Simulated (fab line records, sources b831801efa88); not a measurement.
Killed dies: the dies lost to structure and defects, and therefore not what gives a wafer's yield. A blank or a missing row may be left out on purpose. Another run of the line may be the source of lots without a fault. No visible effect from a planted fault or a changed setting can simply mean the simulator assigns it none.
Which tool is to blame? / flow sfqLine / 42 wafers from 14 lots sampled at 3 of the route's 325 steps

WHAT EACH GAUGE READ, for each wafer
SFQ_M0_OVL_MEAS_906. Usual: for M0_OVL the level is -4 nm and the standard deviation is 4.9.
lot=L710; measured=day 11 02:34; on=overlay-01; M0_OVL (nm)=-6 0 -3; flag=
lot=L713; measured=day 11 10:58; on=overlay-02; M0_OVL (nm)=-1 -9 -4; flag=
lot=L714; measured=day 11 13:22; on=overlay-02; M0_OVL (nm)=-7 -8 -9; flag=
lot=L715; measured=day 11 15:46; on=overlay-02; M0_OVL (nm)=0 -4 2; flag=
lot=L716; measured=day 11 18:10; on=overlay-01; M0_OVL (nm)=-1 1 4; flag=
lot=L717; measured=day 12 03:46; on=overlay-02; M0_OVL (nm)=2 7 1; flag=
lot=L718; measured=day 12 08:34; on=overlay-02; M0_OVL (nm)=-1 4 -2; flag=
lot=L721; measured=day 12 18:10; on=overlay-01; M0_OVL (nm)=-13 -6 -4; flag=
lot=L724; measured=day 13 06:10; on=overlay-02; M0_OVL (nm)=3 2 5; flag=
lot=L727; measured=day 14 02:07; on=overlay-01; M0_OVL (nm)=-1 1 4; flag=
lot=L728; measured=day 19 18:37; on=overlay-02; M0_OVL (nm)=-6 -9 -7; flag=
lot=L729; measured=day 20 15:01; on=overlay-02; M0_OVL (nm)=-8 -2 -3; flag=
lot=L730; measured=day 21 10:24; on=overlay-01; M0_OVL (nm)=-5 -2 -8; flag=
lot=L731; measured=day 21 15:13; on=overlay-01; M0_OVL (nm)=-3 -4 -3; flag=

SFQ_I2_BOW_MEAS_917. Usual: for I2_BOW the level is 3 um and the standard deviation is 9.5.
lot=L710; measured=day 32 11:03; on=filmMetro-04; I2_BOW (um)=-9 -7 -5; flag=
lot=L713; measured=day 32 17:58; on=filmMetro-01; I2_BOW (um)=7 -4 4; flag=
lot=L714; measured=day 32 19:22; on=filmMetro-04; I2_BOW (um)=10 12 5; flag=
lot=L715; measured=day 32 20:59; on=filmMetro-03; I2_BOW (um)=3 20 7; flag=
lot=L716; measured=day 32 23:01; on=filmMetro-01; I2_BOW (um)=7 2 5; flag=
lot=L717; measured=day 33 00:34; on=filmMetro-04; I2_BOW (um)=13 7 20; flag=
lot=L718; measured=day 33 02:00; on=filmMetro-01; I2_BOW (um)=7 1 1; flag=
lot=L721; measured=day 33 15:42; on=filmMetro-03; I2_BOW (um)=7 3 22; flag=
lot=L724; measured=day 34 06:42; on=filmMetro-04; I2_BOW (um)=0 14 21; flag=
lot=L727; measured=day 34 13:12; on=filmMetro-03; I2_BOW (um)=-4 10 4; flag=
lot=L728; measured=day 34 15:42; on=filmMetro-01; I2_BOW (um)=7 13 11; flag=
lot=L729; measured=day 34 18:43; on=filmMetro-03; I2_BOW (um)=-6 -6 -2; flag=
lot=L730; measured=day 42 23:27; on=filmMetro-04; I2_BOW (um)=-4 3 -5; flag=
lot=L731; measured=day 43 10:10; on=filmMetro-01; I2_BOW (um)=-13 -14 -17; flag=

WHAT TOOL EACH LOT RAN ON (gives the tool, then ch and the chambers of the sampled wafers, and finally the start)
lot=L710; SFQ_TRILAYER_I1_VIA_LITHO_EXPOSE_050=krfScanner-01 ch 0, day 24 22:29
lot=L713; SFQ_TRILAYER_I1_VIA_LITHO_EXPOSE_050=krfScanner-01 ch 0, day 25 03:17
lot=L714; SFQ_TRILAYER_I1_VIA_LITHO_EXPOSE_050=krfScanner-01, day 25 05:17
lot=L715; SFQ_TRILAYER_I1_VIA_LITHO_EXPOSE_050=krfScanner-01, day 25 08:17
lot=L716; SFQ_TRILAYER_I1_VIA_LITHO_EXPOSE_050=krfScanner-01 ch 0, day 25 10:17
lot=L717; SFQ_TRILAYER_I1_VIA_LITHO_EXPOSE_050=krfScanner-01 ch 0, day 25 11:17
lot=L718; SFQ_TRILAYER_I1_VIA_LITHO_EXPOSE_050=krfScanner-01 ch 0, day 25 12:29
lot=L721; SFQ_TRILAYER_I1_VIA_LITHO_EXPOSE_050=krfScanner-01 ch 0, day 25 22:05
lot=L724; SFQ_TRILAYER_I1_VIA_LITHO_EXPOSE_050=krfScanner-02 ch 0, day 26 15:01
lot=L727; SFQ_TRILAYER_I1_VIA_LITHO_EXPOSE_050=krfScanner-01 ch 0, day 26 21:46
lot=L728; SFQ_TRILAYER_I1_VIA_LITHO_EXPOSE_050=krfScanner-01 ch 0, day 26 22:58
lot=L729; SFQ_TRILAYER_I1_VIA_LITHO_EXPOSE_050=krfScanner-01 ch 0, day 27 00:22
lot=L730; SFQ_TRILAYER_I1_VIA_LITHO_EXPOSE_050=krfScanner-02 ch 0, day 39 21:49
lot=L731; SFQ_TRILAYER_I1_VIA_LITHO_EXPOSE_050=krfScanner-02 ch 0, day 40 02:37
- SFQ_TRILAYER_I1_VIA_LITHO_EXPOSE_050: exposes mask I1, target cd 500 nm.

AS READ BY THE TOOLS THEMSELVES (means over the sampled wafers that have a number; for cases with no such wafer, the mark the record gives instead)
SFQ_TRILAYER_I1_VIA_LITHO_EXPOSE_050. Usual: exposureDoseMJCm2 21.297, standard deviation 0.022; focusOffsetNm 0.1 nm, standard deviation 0.51.
lot=L710; tool=krfScanner-01; exposureDoseMJCm2=21.307; focusOffsetNm (nm)=-0.0; flag=
lot=L713; tool=krfScanner-01; exposureDoseMJCm2=21.346; focusOffsetNm (nm)=-0.0; flag=
lot=L714; tool=krfScanner-01; exposureDoseMJCm2=-; focusOffsetNm (nm)=-; flag=OFF
lot=L715; tool=krfScanner-01; exposureDoseMJCm2=-; focusOffsetNm (nm)=-; flag=OFF
lot=L716; tool=krfScanner-01; exposureDoseMJCm2=21.293; focusOffsetNm (nm)=0.7; flag=
lot=L717; tool=krfScanner-01; exposureDoseMJCm2=21.307; focusOffsetNm (nm)=-0.1; flag=
lot=L718; tool=krfScanner-01; exposureDoseMJCm2=21.306; focusOffsetNm (nm)=-0.2; flag=
lot=L721; tool=krfScanner-01; exposureDoseMJCm2=21.306; focusOffsetNm (nm)=0.3; flag=
lot=L724; tool=krfScanner-02; exposureDoseMJCm2=21.311; focusOffsetNm (nm)=0.7; flag=
lot=L727; tool=krfScanner-01; exposureDoseMJCm2=21.300; focusOffsetNm (nm)=0.2; flag=
lot=L728; tool=krfScanner-01; exposureDoseMJCm2=21.296; focusOffsetNm (nm)=-0.1; flag=
lot=L729; tool=krfScanner-01; exposureDoseMJCm2=21.301; focusOffsetNm (nm)=0.2; flag=
lot=L730; tool=krfScanner-02; exposureDoseMJCm2=21.262; focusOffsetNm (nm)=-0.1; flag=
lot=L731; tool=krfScanner-02; exposureDoseMJCm2=21.330; focusOffsetNm (nm)=1.0; flag=

THE ANSWER, worked out from the rows above alone
Rule: lot off if the mean of its wafers having a number is beyond 3 standard deviations from the usual mean. Also off: a lot with no number at a reading for which 4 or more lots have one. All remaining lots with rows at the step are treated as sound. The gauges are gone through in route order, then the tools' own readings, and for those a lot's mean is taken as printed above. The first step at which some lot is off is used, and at that step the reading that is off furthest; a lot without a number counts as furthest.
Off: L714, L715 (SFQ_TRILAYER_I1_VIA_LITHO_EXPOSE_050, exposureDoseMJCm2). Without a number there: L714, L715.
If a tool, at that step or one of the process steps before it, ran each lot that is off and ran no sound lot following the first of them, it fits. None of those tried fits.

WHAT THE SIMULATOR HAD PUT IN
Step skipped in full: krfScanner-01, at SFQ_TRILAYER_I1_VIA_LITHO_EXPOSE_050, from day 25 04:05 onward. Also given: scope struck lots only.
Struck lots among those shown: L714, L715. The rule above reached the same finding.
